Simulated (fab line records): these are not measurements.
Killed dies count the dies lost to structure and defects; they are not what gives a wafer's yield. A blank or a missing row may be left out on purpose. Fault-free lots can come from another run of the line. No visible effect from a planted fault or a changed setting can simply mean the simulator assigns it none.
Which of the tools did it? | flow sky130 | Sampling: 14 lots, 42 wafers, 4 of 708 route steps

## WHAT EACH GAUGE READ, for each wafer
SKY_SD_N_OVL_MEAS_08. Usual: SD_N_OVL -1.1 nm, standard deviation 1.2.
lot  | measured     | on         | SD_N_OVL (nm)  | flag
L807 | day 27 10:30 | overlay-01 | -0.7 -0.1 -1.4 | 
L808 | day 28 05:10 | overlay-02 | 0.3 1.6 0.7    | 
L810 | day 29 02:59 | overlay-01 | 0.2 0.9 -0.1   | 
L811 | day 29 08:04 | overlay-01 | 1.4 1.5 -0.4   | 
L812 | day 29 13:40 | overlay-01 | -0.8 -1.1 1.1  | 
L821 | day 32 18:22 | overlay-01 | -0.8 -2.0 -0.9 | 
L822 | day 33 04:29 | overlay-02 | -1.4 -1.5 -2.8 | 
L824 | day 33 17:49 | overlay-02 | -1.6 -1.0 -2.0 | 
L825 | day 34 03:20 | overlay-01 | -1.4 -1.2 -0.9 | 
L826 | day 34 04:08 | overlay-02 | -0.9 -1.3 -1.9 | 
L827 | day 34 14:34 | overlay-02 | 0.8 -0.1 1.0   | 
L828 | day 34 20:03 | overlay-02 | -0.2 -1.0 -0.9 | 
L829 | day 35 02:15 | overlay-01 | -3.5 -2.2 -1.7 | 
L830 | day 35 23:22 | overlay-02 | -1.5 -1.3 -0.5 | 

SKY_LI_CONTACT_THK_MEAS_23: measures by xrf. Usual: LI_CONTACT_W_THK 405 nm, standard deviation 6.1.
lot  | measured     | on           | LI_CONTACT_W_THK (nm) | flag
L807 | day 28 17:33 | filmMetro-01 | 413 401 414           | 
L808 | day 29 13:37 | filmMetro-01 | 411 417 415           | 
L810 | day 30 10:07 | filmMetro-04 | 408 401 403           | 
L811 | day 30 14:17 | filmMetro-04 | 405 405 406           | 
L812 | day 30 20:10 | filmMetro-03 | 407 408 405           | 
L821 | day 33 23:54 | filmMetro-01 | 418 414 412           | 
L822 | day 34 10:11 | filmMetro-01 | 408 401 405           | 
L824 | day 34 23:06 | filmMetro-01 | 417 416 409           | 
L825 | day 35 08:38 | filmMetro-04 | 400 406 407           | 
L826 | day 35 09:53 | filmMetro-01 | 403 401 404           | 
L827 | day 35 19:59 | filmMetro-04 | 396 399 399           | 
L828 | day 36 01:42 | filmMetro-04 | 402 400 400           | 
L829 | day 36 07:17 | filmMetro-04 | 400 402 402           | 
L830 | day 37 04:31 | filmMetro-01 | 395 394 395           | 

SKY_CONTACT_THK_MEAS_01. Usual: CONTACT_CVD_00_THK 75.5 nm, standard deviation 0.9.
lot  | measured     | on           | CONTACT_CVD_00_THK (nm) | flag
L807 | day 29 23:37 | filmMetro-04 | 72.9 73.2 73.8          | 
L808 | day 30 18:25 | filmMetro-04 | 75.8 76.1 76.6          | 
L810 | day 31 15:31 | filmMetro-03 | 75.7 76.9 77.3          | 
L811 | day 31 19:11 | filmMetro-03 | 75.8 75.0 76.3          | 
L812 | day 32 00:38 | filmMetro-03 | 74.0 76.0 74.8          | 
L821 | day 35 03:48 | filmMetro-03 | 73.1 74.8 74.8          | 
L822 | day 35 14:41 | filmMetro-02 | 75.1 76.2 75.6          | 
L824 | day 36 03:49 | filmMetro-02 | 74.5 75.7 76.0          | 
L825 | day 36 13:10 | filmMetro-02 | 75.3 74.7 75.8          | 
L826 | day 36 14:09 | filmMetro-04 | 74.5 74.7 75.4          | 
L827 | day 36 23:29 | filmMetro-03 | 75.3 74.8 75.9          | 
L828 | day 37 06:14 | filmMetro-03 | 75.8 75.8 76.9          | 
L829 | day 37 11:02 | filmMetro-04 | 75.3 75.8 76.3          | 
L830 | day 38 07:09 | filmMetro-02 | 75.2 76.4 75.5          | 

## WHAT TOOL EACH LOT RAN ON (gives the tool, then ch and the chambers of the sampled wafers, and finally the start)
lot  | SKY_LI_CONTACT_SPUTTER_20
L807 | pvdSputter-01, day 28 17:14
L808 | pvdSputter-01, day 29 13:19
L810 | pvdSputter-04, day 30 09:41
L811 | pvdSputter-04, day 30 13:50
L812 | pvdSputter-04, day 30 19:50
L821 | pvdSputter-03, day 33 23:35
L822 | pvdSputter-01, day 34 09:53
L824 | pvdSputter-01, day 34 22:47
L825 | pvdSputter-04, day 35 08:20
L826 | pvdSputter-04, day 35 09:35
L827 | pvdSputter-01, day 35 19:41
L828 | pvdSputter-01, day 36 01:23
L829 | pvdSputter-01, day 36 06:58
L830 | pvdSputter-01, day 37 04:04
- SKY_LI_CONTACT_SPUTTER_20: material TiN, target thk 20 nm, time 80 s.

## AS READ BY THE TOOLS THEMSELVES (means over the sampled wafers that have a number; for cases with no such wafer, the mark the record gives instead)
SKY_LI_CONTACT_SPUTTER_20. Usual: cathodeDcPowerW 3999.9 W, standard deviation 0.81; throttleValvePct 29.7 %, standard deviation 0.7.
lot  | tool          | cathodeDcPowerW (W) | throttleValvePct (%) | flag
L807 | pvdSputter-01 | 3999.9              | 29.9                 | 
L808 | pvdSputter-01 | 4000.3              | 29.9                 | 
L810 | pvdSputter-04 | 4000.0              | 30.0                 | 
L811 | pvdSputter-04 | 3784.8              | 29.9                 | OFF
L812 | pvdSputter-04 | 3784.2              | 29.3                 | OFF
L821 | pvdSputter-03 | 3999.1              | 29.1                 | 
L822 | pvdSputter-01 | 3999.6              | 29.9                 | 
L824 | pvdSputter-01 | 3999.9              | 29.9                 | 
L825 | pvdSputter-04 | 4000.1              | 29.2                 | 
L826 | pvdSputter-04 | 4000.3              | 30.0                 | 
L827 | pvdSputter-01 | 4000.3              | 29.7                 | 
L828 | pvdSputter-01 | 4000.1              | 29.8                 | 
L829 | pvdSputter-01 | 3999.7              | 29.8                 | 
L830 | pvdSputter-01 | 3999.4              | 30.2                 | 

## THE ANSWER, worked out from the rows above alone
Rule: a lot counts as off when the mean over its wafers that have a number is more than 3 standard deviations away from the usual mean. Also off: a lot with no number at a reading for which 4 or more lots have one. The other lots that the step has rows for count as sound. Order of review: gauges by route order, followed by the tools' own readings, for which a lot's mean as printed above is used. The first step at which some lot is off is used, and at that step the reading that is off furthest; a lot without a number counts as furthest.
Off: L811, L812, at SKY_LI_CONTACT_SPUTTER_20 (cathodeDcPowerW).
A tool fits if, at that step or a process step before it, it ran every lot that is off, and no sound lot after the first of them. None of those tried fits.

## WHAT HAD BEEN PUT IN BY THE SIMULATOR
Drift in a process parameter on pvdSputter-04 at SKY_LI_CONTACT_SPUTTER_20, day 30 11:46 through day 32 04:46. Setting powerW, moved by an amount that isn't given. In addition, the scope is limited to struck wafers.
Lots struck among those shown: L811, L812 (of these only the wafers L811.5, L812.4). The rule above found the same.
